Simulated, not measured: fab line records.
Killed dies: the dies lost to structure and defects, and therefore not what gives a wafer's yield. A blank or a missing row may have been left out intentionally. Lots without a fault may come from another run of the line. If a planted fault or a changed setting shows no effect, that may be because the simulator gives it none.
Split-lot study	flow sky130	on a route of 708 steps: 5 lots, 23 wafers read

THE SPLIT
At SKY_VT_ADJUST_HVTP_COAT_02 (resist thk 1140 nm), the setting spinRpm was moved away from the recipe's 3000 rpm on 7 of the 23 wafers read, by -6.3% to +4.9%. The other wafers ran this setting at the recipe's value.

The reading comes from the split's own step.

THE READING
NOVOLAK_of_VT_ADJUST_HVTP_COAT_02.thkNm (the simulator's own value, which no gauge read), in nm, at SKY_VT_ADJUST_HVTP_COAT_02 (resist thk 1140 nm). The file does not state a usual value for it. The 16 wafers here that ran the recipe average 1141 nm, standard deviation 1.6 nm.

wafer	tool, chamber at the split	spinRpm as run, rpm	against the recipe	NOVOLAK_of_VT_ADJUST_HVTP_COAT_02.thkNm, nm	against lot-mates on the recipe
L074.1	lithoTrack-01, 0	3000	recipe	1141	-
L074.2	lithoTrack-01, 0	3000	recipe	1142	-
L074.4	lithoTrack-01, 0	2811	-6.3%	1178	+36
L074.5	lithoTrack-01, 0	2811	-6.3%	1180	+38
L074.6	lithoTrack-01, 0	3000	recipe	1144	-
L077.1	lithoTrack-02, 0	3111	+3.7%	1118	-22
L077.2	lithoTrack-02, 0	3000	recipe	1138	-
L077.3	lithoTrack-02, 0	3000	recipe	1141	-
L077.4	lithoTrack-02, 0	3111	+3.7%	1119	-20
L077.6	lithoTrack-02, 0	3111	+3.7%	1120	-20
L081.1	lithoTrack-02, 0	3000	recipe	1141	-
L081.2	lithoTrack-02, 0	3146	+4.9%	1113	-27
L081.4	lithoTrack-02, 0	3000	recipe	1139	-
L081.5	lithoTrack-02, 0	3000	recipe	1140	-
L081.6	lithoTrack-02, 0	3146	+4.9%	1114	-26
L083.4	lithoTrack-01, 0	3000	recipe	1142	-
L083.6	lithoTrack-01, 0	3000	recipe	1142	-
L083.5	lithoTrack-01, 0	3000	recipe	1140	-
L085.1	lithoTrack-01, 0	3000	recipe	1142	-
L085.4	lithoTrack-01, 0	3000	recipe	1142	-
L085.2	lithoTrack-01, 0	3000	recipe	1140	-
L085.3	lithoTrack-01, 0	3000	recipe	1138	-
L085.6	lithoTrack-01, 0	3000	recipe	1143	-

FIT RESULTS
A straight line over all 23 wafers: NOVOLAK_of_VT_ADJUST_HVTP_COAT_02.thkNm changes by -5.91 nm for each +1% of spinRpm; r = -1.00; the points scatter about the line by 1.6 nm.
The same after taking each lot's own level away (the mean of its wafers on the recipe; 23 wafers): -5.66 nm for each +1%; r = -1.00; scatter 1.3 nm.
That fit puts the effect of the largest move of spinRpm on the reading at 36 nm.
Measured against the standard deviation above, the lots' own levels, which go from 1139.5 to 1142.3 nm, span 1.7 times it.
The two slopes agree, so the slope changes little with the lot-to-lot level.
Check: +36 nm against its lot-mates is what the line predicts for one of the wafers moved furthest among these (-6.3%) when that wafer is left out of the fit. It came out at +35.7 nm against them.

THE WHOLE CHAIN: every reading that the file lists as answering this split, in the file's order
step	what it does	reading	change (the file's fit)	r (the file's)
SKY_VT_ADJUST_HVTP_COAT_02	resist thk 1140 nm	NOVOLAK_of_VT_ADJUST_HVTP_COAT_02.thkNm (the simulator's own value, which no gauge read)	-5.68 nm for each +1% of the setting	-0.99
SKY_VT_ADJUST_HVTP_STRIP_10	strips in O2/N2	stripTimeToEndpointS	withheld for each +1% of the setting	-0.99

THE FILE'S OWN FIT
NOVOLAK_of_VT_ADJUST_HVTP_COAT_02.thkNm changes by -5.68 nm for each +1% of spinRpm, r = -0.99.
